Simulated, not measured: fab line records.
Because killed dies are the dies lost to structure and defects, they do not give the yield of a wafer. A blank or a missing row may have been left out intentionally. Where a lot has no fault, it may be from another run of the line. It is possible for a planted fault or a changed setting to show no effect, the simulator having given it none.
Which tool did it? || flow sky130 || 24 lots with 72 wafers sampled at 6 steps, on a route of 708 steps

== WHAT EACH GAUGE READ, for each wafer ==
SKY_METAL1_CD_MEAS_15 targets a cd of 140 nm.
{"lot": "L074", "measured": "day 33 02:08", "on": "cdSem-02", "cdNm (nm)": "138.0 138.1 137.7"}
{"lot": "L075", "measured": "day 33 05:50", "on": "cdSem-02", "cdNm (nm)": "139.1 139.6 138.7"}
{"lot": "L076", "measured": "day 33 08:26", "on": "cdSem-01", "cdNm (nm)": "143.0 141.6 141.4"}
{"lot": "L077", "measured": "day 33 22:20", "on": "cdSem-01", "cdNm (nm)": "141.6 143.2 141.6"}
{"lot": "L078", "measured": "day 33 23:21", "on": "cdSem-02", "cdNm (nm)": "139.3 139.8 139.5"}
{"lot": "L079", "measured": "day 34 05:41", "on": "cdSem-01", "cdNm (nm)": "141.5 141.9 140.7"}
{"lot": "L080", "measured": "day 34 10:29", "on": "cdSem-02", "cdNm (nm)": "139.7 139.6 139.0"}
{"lot": "L081", "measured": "day 34 18:06", "on": "cdSem-02", "cdNm (nm)": "141.4 143.7 143.0"}
{"lot": "L082", "measured": "day 35 07:02", "on": "cdSem-02", "cdNm (nm)": "144.6 145.0 142.4"}
{"lot": "L083", "measured": "day 35 11:08", "on": "cdSem-01", "cdNm (nm)": "138.1 137.4 138.3"}
{"lot": "L084", "measured": "day 35 13:37", "on": "cdSem-02", "cdNm (nm)": "141.1 140.9 140.3"}
{"lot": "L085", "measured": "day 36 04:18", "on": "cdSem-02", "cdNm (nm)": "138.4 139.3 139.3"}
{"lot": "L086", "measured": "day 36 09:06", "on": "cdSem-02", "cdNm (nm)": "141.7 141.7 140.1"}
{"lot": "L087", "measured": "day 36 16:22", "on": "cdSem-02", "cdNm (nm)": "140.3 141.4 140.1"}
{"lot": "L088", "measured": "day 37 11:07", "on": "cdSem-02", "cdNm (nm)": "139.6 140.4 142.2"}
{"lot": "L089", "measured": "day 37 15:13", "on": "cdSem-01", "cdNm (nm)": "140.9 141.0 140.1"}
{"lot": "L090", "measured": "day 38 05:21", "on": "cdSem-01", "cdNm (nm)": "138.6 138.3 139.8"}
{"lot": "L091", "measured": "day 38 11:31", "on": "cdSem-02", "cdNm (nm)": "141.9 141.8 141.0"}
{"lot": "L093", "measured": "day 38 15:53", "on": "cdSem-02", "cdNm (nm)": "136.6 137.4 137.9"}
{"lot": "L092", "measured": "day 38 17:02", "on": "cdSem-02", "cdNm (nm)": "142.1 142.9 143.3"}
{"lot": "L094", "measured": "day 38 19:44", "on": "cdSem-01", "cdNm (nm)": "140.7 139.6 140.8"}
{"lot": "L095", "measured": "day 39 22:13", "on": "cdSem-02", "cdNm (nm)": "140.3 139.5 138.9"}
{"lot": "L097", "measured": "day 39 23:30", "on": "cdSem-02", "cdNm (nm)": "140.6 140.9 142.0"}
{"lot": "L096", "measured": "day 40 07:16", "on": "cdSem-01", "cdNm (nm)": "141.7 142.7 143.0"}

SKY_VIA1_THK_MEAS_01.
{"lot": "L074", "measured": "day 33 03:12", "on": "filmMetro-01", "VIA1_HDPCVD_THK (nm)": "1027 1008 1041"}
{"lot": "L075", "measured": "day 33 07:00", "on": "filmMetro-01", "VIA1_HDPCVD_THK (nm)": "1041 1043 1040"}
{"lot": "L076", "measured": "day 33 09:31", "on": "filmMetro-04", "VIA1_HDPCVD_THK (nm)": "1047 1021 1030"}
{"lot": "L077", "measured": "day 33 23:27", "on": "filmMetro-04", "VIA1_HDPCVD_THK (nm)": "1041 1044 1035"}
{"lot": "L078", "measured": "day 34 00:24", "on": "filmMetro-04", "VIA1_HDPCVD_THK (nm)": "1045 1036 1026"}
{"lot": "L079", "measured": "day 34 06:43", "on": "filmMetro-04", "VIA1_HDPCVD_THK (nm)": "1036 1036 1041"}
{"lot": "L080", "measured": "day 34 11:31", "on": "filmMetro-04", "VIA1_HDPCVD_THK (nm)": "1022 1043 1027"}
{"lot": "L081", "measured": "day 34 19:13", "on": "filmMetro-02", "VIA1_HDPCVD_THK (nm)": "1029 1027 1019"}
{"lot": "L082", "measured": "day 35 08:08", "on": "filmMetro-02", "VIA1_HDPCVD_THK (nm)": "1047 1041 1050"}
{"lot": "L083", "measured": "day 35 12:25", "on": "filmMetro-02", "VIA1_HDPCVD_THK (nm)": "1038 1040 1032"}
{"lot": "L084", "measured": "day 35 14:40", "on": "filmMetro-04", "VIA1_HDPCVD_THK (nm)": "1048 1031 1029"}
{"lot": "L085", "measured": "day 36 05:20", "on": "filmMetro-01", "VIA1_HDPCVD_THK (nm)": "1024 1048 1032"}
{"lot": "L086", "measured": "day 36 10:23", "on": "filmMetro-02", "VIA1_HDPCVD_THK (nm)": "1041 1032 1035"}
{"lot": "L087", "measured": "day 36 17:23", "on": "filmMetro-02", "VIA1_HDPCVD_THK (nm)": "1044 1039 1050"}
{"lot": "L088", "measured": "day 37 12:11", "on": "filmMetro-02", "VIA1_HDPCVD_THK (nm)": "1042 1046 1035"}
{"lot": "L089", "measured": "day 37 16:15", "on": "filmMetro-02", "VIA1_HDPCVD_THK (nm)": "1046 1045 1056"}
{"lot": "L090", "measured": "day 38 06:38", "on": "filmMetro-02", "VIA1_HDPCVD_THK (nm)": "1013 1020 1005"}
{"lot": "L091", "measured": "day 38 12:34", "on": "filmMetro-04", "VIA1_HDPCVD_THK (nm)": "1055 1062 1046"}
{"lot": "L093", "measured": "day 38 16:56", "on": "filmMetro-04", "VIA1_HDPCVD_THK (nm)": "1027 1026 1032"}
{"lot": "L092", "measured": "day 38 18:04", "on": "filmMetro-04", "VIA1_HDPCVD_THK (nm)": "1036 1024 1037"}
{"lot": "L094", "measured": "day 38 20:58", "on": "filmMetro-02", "VIA1_HDPCVD_THK (nm)": "1043 1040 1039"}
{"lot": "L095", "measured": "day 39 23:20", "on": "filmMetro-02", "VIA1_HDPCVD_THK (nm)": "1058 1053 1035"}
{"lot": "L097", "measured": "day 40 00:33", "on": "filmMetro-02", "VIA1_HDPCVD_THK (nm)": "1031 1047 1051"}
{"lot": "L096", "measured": "day 40 08:17", "on": "filmMetro-01", "VIA1_HDPCVD_THK (nm)": "1025 1056 1037"}

SKY_VIA1_OVL_MEAS_13.
{"lot": "L074", "measured": "day 34 06:28", "on": "overlay-01", "VIA1_OVL (nm)": "0 -9 -6"}
{"lot": "L075", "measured": "day 34 09:46", "on": "overlay-01", "VIA1_OVL (nm)": "-13 -5 -14"}
{"lot": "L076", "measured": "day 34 11:25", "on": "overlay-01", "VIA1_OVL (nm)": "-1 2 6"}
{"lot": "L077", "measured": "day 35 00:52", "on": "overlay-02", "VIA1_OVL (nm)": "1 6 -9"}
{"lot": "L078", "measured": "day 35 02:54", "on": "overlay-01", "VIA1_OVL (nm)": "6 -1 -1"}
{"lot": "L079", "measured": "day 35 08:44", "on": "overlay-02", "VIA1_OVL (nm)": "0 2 1"}
{"lot": "L080", "measured": "day 35 14:34", "on": "overlay-01", "VIA1_OVL (nm)": "6 3 15"}
{"lot": "L081", "measured": "day 35 21:25", "on": "overlay-01", "VIA1_OVL (nm)": "12 6 9"}
{"lot": "L082", "measured": "day 36 11:04", "on": "overlay-01", "VIA1_OVL (nm)": "6 9 11"}
{"lot": "L083", "measured": "day 36 14:46", "on": "overlay-02", "VIA1_OVL (nm)": "-3 -10 0"}
{"lot": "L084", "measured": "day 36 16:40", "on": "overlay-02", "VIA1_OVL (nm)": "-12 -17 -13"}
{"lot": "L085", "measured": "day 37 07:34", "on": "overlay-01", "VIA1_OVL (nm)": "-4 -5 1"}
{"lot": "L086", "measured": "day 37 12:19", "on": "overlay-02", "VIA1_OVL (nm)": "1 -2 7"}
{"lot": "L087", "measured": "day 37 19:52", "on": "overlay-01", "VIA1_OVL (nm)": "1 3 1"}
{"lot": "L088", "measured": "day 38 13:43", "on": "overlay-02", "VIA1_OVL (nm)": "-4 1 -9"}
{"lot": "L089", "measured": "day 38 18:34", "on": "overlay-01", "VIA1_OVL (nm)": "7 5 7"}
{"lot": "L090", "measured": "day 39 07:09", "on": "overlay-01", "VIA1_OVL (nm)": "6 4 -8"}
{"lot": "L091", "measured": "day 39 14:43", "on": "overlay-02", "VIA1_OVL (nm)": "0 3 -2"}
{"lot": "L093", "measured": "day 39 18:37", "on": "overlay-02", "VIA1_OVL (nm)": "3 1 2"}
{"lot": "L092", "measured": "day 39 19:16", "on": "overlay-01", "VIA1_OVL (nm)": "4 7 0"}
{"lot": "L094", "measured": "day 39 21:51", "on": "overlay-01", "VIA1_OVL (nm)": "-4 0 -1"}
{"lot": "L095", "measured": "day 41 00:49", "on": "overlay-01", "VIA1_OVL (nm)": "-5 -11 -9"}
{"lot": "L097", "measured": "day 41 01:22", "on": "overlay-02", "VIA1_OVL (nm)": "-22 -19 -11"}
{"lot": "L096", "measured": "day 41 08:19", "on": "overlay-02", "VIA1_OVL (nm)": "0 2 -4"}

SKY_METAL2_RS_MEAS_05: the measuring method here is four-point-probe.
{"lot": "L074", "measured": "day 34 08:04", "on": "filmMetro-03", "METAL2_ALCU_RS (ohm/sq)": "0.1307 0.1318 0.1308"}
{"lot": "L075", "measured": "day 34 11:18", "on": "filmMetro-03", "METAL2_ALCU_RS (ohm/sq)": "0.1304 0.1300 0.1304"}
{"lot": "L076", "measured": "day 34 12:56", "on": "filmMetro-03", "METAL2_ALCU_RS (ohm/sq)": "0.1323 0.1329 0.1321"}
{"lot": "L077", "measured": "day 35 02:26", "on": "filmMetro-02", "METAL2_ALCU_RS (ohm/sq)": "0.1329 0.1318 0.1324"}
{"lot": "L078", "measured": "day 35 04:44", "on": "filmMetro-04", "METAL2_ALCU_RS (ohm/sq)": "0.1303 0.1295 0.1300"}
{"lot": "L079", "measured": "day 35 10:14", "on": "filmMetro-04", "METAL2_ALCU_RS (ohm/sq)": "0.1313 0.1310 0.1313"}
{"lot": "L080", "measured": "day 35 16:05", "on": "filmMetro-03", "METAL2_ALCU_RS (ohm/sq)": "0.1329 0.1326 0.1320"}
{"lot": "L081", "measured": "day 35 22:54", "on": "filmMetro-02", "METAL2_ALCU_RS (ohm/sq)": "0.1331 0.1328 0.1339"}
{"lot": "L082", "measured": "day 36 12:34", "on": "filmMetro-04", "METAL2_ALCU_RS (ohm/sq)": "0.1306 0.1325 0.1323"}
{"lot": "L083", "measured": "day 36 16:16", "on": "filmMetro-04", "METAL2_ALCU_RS (ohm/sq)": "0.1297 0.1297 0.1286"}
{"lot": "L084", "measured": "day 36 18:14", "on": "filmMetro-02", "METAL2_ALCU_RS (ohm/sq)": "0.1300 0.1311 0.1307"}
{"lot": "L085", "measured": "day 37 09:05", "on": "filmMetro-04", "METAL2_ALCU_RS (ohm/sq)": "0.1303 0.1310 0.1314"}
{"lot": "L086", "measured": "day 37 13:49", "on": "filmMetro-03", "METAL2_ALCU_RS (ohm/sq)": "0.1324 0.1319 0.1310"}
{"lot": "L087", "measured": "day 37 21:23", "on": "filmMetro-03", "METAL2_ALCU_RS (ohm/sq)": "0.1302 0.1304 0.1300"}
{"lot": "L088", "measured": "day 38 15:13", "on": "filmMetro-04", "METAL2_ALCU_RS (ohm/sq)": "0.1297 0.1286 0.1296"}
{"lot": "L089", "measured": "day 38 20:04", "on": "filmMetro-04", "METAL2_ALCU_RS (ohm/sq)": "0.1309 0.1312 0.1304"}
{"lot": "L090", "measured": "day 39 08:44", "on": "filmMetro-02", "METAL2_ALCU_RS (ohm/sq)": "0.1293 0.1297 0.1305"}
{"lot": "L091", "measured": "day 39 16:12", "on": "filmMetro-04", "METAL2_ALCU_RS (ohm/sq)": "0.1318 0.1327 0.1330"}
{"lot": "L093", "measured": "day 39 20:16", "on": "filmMetro-04", "METAL2_ALCU_RS (ohm/sq)": "0.1284 0.1278 0.1281"}
{"lot": "L092", "measured": "day 39 20:45", "on": "filmMetro-04", "METAL2_ALCU_RS (ohm/sq)": "0.1308 0.1308 0.1311"}
{"lot": "L094", "measured": "day 39 23:20", "on": "filmMetro-04", "METAL2_ALCU_RS (ohm/sq)": "0.1282 0.1286 0.1271"}
{"lot": "L095", "measured": "day 41 02:20", "on": "filmMetro-04", "METAL2_ALCU_RS (ohm/sq)": "0.1344 0.1348 0.1349"}
{"lot": "L097", "measured": "day 41 02:53", "on": "filmMetro-03", "METAL2_ALCU_RS (ohm/sq)": "0.1326 0.1307 0.1327"}
{"lot": "L096", "measured": "day 41 09:51", "on": "filmMetro-03", "METAL2_ALCU_RS (ohm/sq)": "0.1304 0.1316 0.1313"}

SKY_VIA2_CD_MEAS_12 targets a cd of 200 nm.
{"lot": "L074", "measured": "day 36 13:23", "on": "cdSem-01", "cdNm (nm)": "199.9 198.5 199.2"}
{"lot": "L075", "measured": "day 36 16:02", "on": "cdSem-02", "cdNm (nm)": "201.0 198.1 198.2"}
{"lot": "L076", "measured": "day 36 18:31", "on": "cdSem-01", "cdNm (nm)": "199.2 198.3 198.6"}
{"lot": "L077", "measured": "day 37 05:32", "on": "cdSem-02", "cdNm (nm)": "202.1 203.7 200.6"}
{"lot": "L078", "measured": "day 37 09:14", "on": "cdSem-02", "cdNm (nm)": "200.4 201.2 199.9"}
{"lot": "L079", "measured": "day 37 14:57", "on": "cdSem-02", "cdNm (nm)": "197.6 199.3 199.2"}
{"lot": "L080", "measured": "day 37 21:05", "on": "cdSem-01", "cdNm (nm)": "200.7 201.0 201.1"}
{"lot": "L081", "measured": "day 38 02:59", "on": "cdSem-01", "cdNm (nm)": "201.8 200.6 201.4"}
{"lot": "L082", "measured": "day 38 16:25", "on": "cdSem-02", "cdNm (nm)": "199.8 200.3 199.3"}
{"lot": "L083", "measured": "day 38 20:45", "on": "cdSem-01", "cdNm (nm)": "202.4 202.3 202.0"}
{"lot": "L084", "measured": "day 38 22:56", "on": "cdSem-01", "cdNm (nm)": "199.2 198.1 198.5"}
{"lot": "L085", "measured": "day 39 12:02", "on": "cdSem-01", "cdNm (nm)": "200.7 200.3 201.9"}
{"lot": "L086", "measured": "day 39 17:17", "on": "cdSem-02", "cdNm (nm)": "201.1 200.7 201.8"}
{"lot": "L087", "measured": "day 40 00:17", "on": "cdSem-02", "cdNm (nm)": "197.7 199.5 199.4"}
{"lot": "L088", "measured": "day 40 18:37", "on": "cdSem-01", "cdNm (nm)": "203.2 202.6 203.0"}
{"lot": "L089", "measured": "day 40 21:57", "on": "cdSem-02", "cdNm (nm)": "202.6 201.7 202.4"}
{"lot": "L090", "measured": "day 41 10:07", "on": "cdSem-02", "cdNm (nm)": "200.3 202.0 202.5"}
{"lot": "L091", "measured": "day 41 19:47", "on": "cdSem-01", "cdNm (nm)": "199.6 201.0 199.4"}
{"lot": "L093", "measured": "day 41 21:43", "on": "cdSem-01", "cdNm (nm)": "199.9 199.2 201.2"}
{"lot": "L092", "measured": "day 41 22:41", "on": "cdSem-01", "cdNm (nm)": "200.4 202.1 201.3"}
{"lot": "L094", "measured": "day 42 01:59", "on": "cdSem-01", "cdNm (nm)": "198.5 199.2 199.2"}
{"lot": "L095", "measured": "day 43 02:53", "on": "cdSem-01", "cdNm (nm)": "202.3 201.2 202.8"}
{"lot": "L097", "measured": "day 43 04:01", "on": "cdSem-01", "cdNm (nm)": "199.9 199.2 200.9"}
{"lot": "L096", "measured": "day 43 09:41", "on": "cdSem-01", "cdNm (nm)": "198.6 197.9 198.8"}

== WHAT TOOL EACH LOT RAN ON (gives the tool, then ch and the chambers of the sampled wafers, and finally the start) ==
{"lot": "L074", "SKY_METAL2_SPUTTER_01": "pvdSputter-03, day 34 07:53"}
{"lot": "L075", "SKY_METAL2_SPUTTER_01": "pvdSputter-03, day 34 11:08"}
{"lot": "L076", "SKY_METAL2_SPUTTER_01": "pvdSputter-03, day 34 12:47"}
{"lot": "L077", "SKY_METAL2_SPUTTER_01": "pvdSputter-03, day 35 02:19"}
{"lot": "L078", "SKY_METAL2_SPUTTER_01": "pvdSputter-02, day 35 04:37"}
{"lot": "L079", "SKY_METAL2_SPUTTER_01": "pvdSputter-03, day 35 10:05"}
{"lot": "L080", "SKY_METAL2_SPUTTER_01": "pvdSputter-03, day 35 15:56"}
{"lot": "L081", "SKY_METAL2_SPUTTER_01": "pvdSputter-03, day 35 22:47"}
{"lot": "L082", "SKY_METAL2_SPUTTER_01": "pvdSputter-03, day 36 12:27"}
{"lot": "L083", "SKY_METAL2_SPUTTER_01": "pvdSputter-02, day 36 16:08"}
{"lot": "L084", "SKY_METAL2_SPUTTER_01": "pvdSputter-02, day 36 18:07"}
{"lot": "L085", "SKY_METAL2_SPUTTER_01": "pvdSputter-03, day 37 08:58"}
{"lot": "L086", "SKY_METAL2_SPUTTER_01": "pvdSputter-03, day 37 13:42"}
{"lot": "L087", "SKY_METAL2_SPUTTER_01": "pvdSputter-01, day 37 21:13"}
{"lot": "L088", "SKY_METAL2_SPUTTER_01": "pvdSputter-01, day 38 15:05"}
{"lot": "L089", "SKY_METAL2_SPUTTER_01": "pvdSputter-01, day 38 19:56"}
{"lot": "L090", "SKY_METAL2_SPUTTER_01": "pvdSputter-01, day 39 08:37"}
{"lot": "L091", "SKY_METAL2_SPUTTER_01": "pvdSputter-03, day 39 16:05"}
{"lot": "L093", "SKY_METAL2_SPUTTER_01": "pvdSputter-02, day 39 20:09"}
{"lot": "L092", "SKY_METAL2_SPUTTER_01": "pvdSputter-03, day 39 20:38"}
{"lot": "L094", "SKY_METAL2_SPUTTER_01": "pvdSputter-02, day 39 23:13"}
{"lot": "L095", "SKY_METAL2_SPUTTER_01": "pvdSputter-03, day 41 02:13"}
{"lot": "L097", "SKY_METAL2_SPUTTER_01": "pvdSputter-01, day 41 02:46"}
{"lot": "L096", "SKY_METAL2_SPUTTER_01": "pvdSputter-01, day 41 09:41"}
- SKY_METAL2_SPUTTER_01: material TiN, target thk 20 nm, time 16.7 s.

== WHAT THE TOOLS THEMSELVES READ (means of the sampled wafers that have a number; where no wafer has one, the mark that the record gives instead) ==
SKY_METAL2_SPUTTER_01.
{"lot": "L074", "tool": "pvdSputter-03", "throttleValvePct (%)": 29.1}
{"lot": "L075", "tool": "pvdSputter-03", "throttleValvePct (%)": 30.8}
{"lot": "L076", "tool": "pvdSputter-03", "throttleValvePct (%)": 29.3}
{"lot": "L077", "tool": "pvdSputter-03", "throttleValvePct (%)": 29.1}
{"lot": "L078", "tool": "pvdSputter-02", "throttleValvePct (%)": 29.9}
{"lot": "L079", "tool": "pvdSputter-03", "throttleValvePct (%)": 30.0}
{"lot": "L080", "tool": "pvdSputter-03", "throttleValvePct (%)": 29.2}
{"lot": "L081", "tool": "pvdSputter-03", "throttleValvePct (%)": 30.6}
{"lot": "L082", "tool": "pvdSputter-03", "throttleValvePct (%)": 28.3}
{"lot": "L083", "tool": "pvdSputter-02", "throttleValvePct (%)": 29.8}
{"lot": "L084", "tool": "pvdSputter-02", "throttleValvePct (%)": 30.0}
{"lot": "L085", "tool": "pvdSputter-03", "throttleValvePct (%)": 30.6}
{"lot": "L086", "tool": "pvdSputter-03", "throttleValvePct (%)": 32.3}
{"lot": "L087", "tool": "pvdSputter-01", "throttleValvePct (%)": 29.1}
{"lot": "L088", "tool": "pvdSputter-01", "throttleValvePct (%)": 30.0}
{"lot": "L089", "tool": "pvdSputter-01", "throttleValvePct (%)": 29.6}
{"lot": "L090", "tool": "pvdSputter-01", "throttleValvePct (%)": 30.3}
{"lot": "L091", "tool": "pvdSputter-03", "throttleValvePct (%)": 29.2}
{"lot": "L093", "tool": "pvdSputter-02", "throttleValvePct (%)": 29.6}
{"lot": "L092", "tool": "pvdSputter-03", "throttleValvePct (%)": 28.9}
{"lot": "L094", "tool": "pvdSputter-02", "throttleValvePct (%)": 30.0}
{"lot": "L095", "tool": "pvdSputter-03", "throttleValvePct (%)": 29.9}
{"lot": "L097", "tool": "pvdSputter-01", "throttleValvePct (%)": 30.0}
{"lot": "L096", "tool": "pvdSputter-01", "throttleValvePct (%)": 29.8}

== THE ANSWER, worked out from the rows above alone ==
Rule: the lots themselves supply what counts as usual. Put in order of their means at a reading, lots are off if they are a third of the lots or fewer, leave a main group of 4 or more, and stand apart from it by a gap of 3 or more times the standard deviation of the main group's means; of several such gaps the widest counts. The tables above print the reading to a certain number of digits; a main group whose means all agree to those digits is not used. A lot without any number at a reading at which 4 lots or more have one is off too. Where the step has rows for the other lots, those lots are counted as sound. Order of review: gauges by route order, followed by the tools' own readings, for which a lot's mean as printed above is used. At the first step where some lot is off, the reading lying furthest off is the one used; lots without a number count as furthest.
No lot is off on any of the readings shown, so nothing can be concluded from this.

== WHAT WAS PUT IN BY THE SIMULATOR ==
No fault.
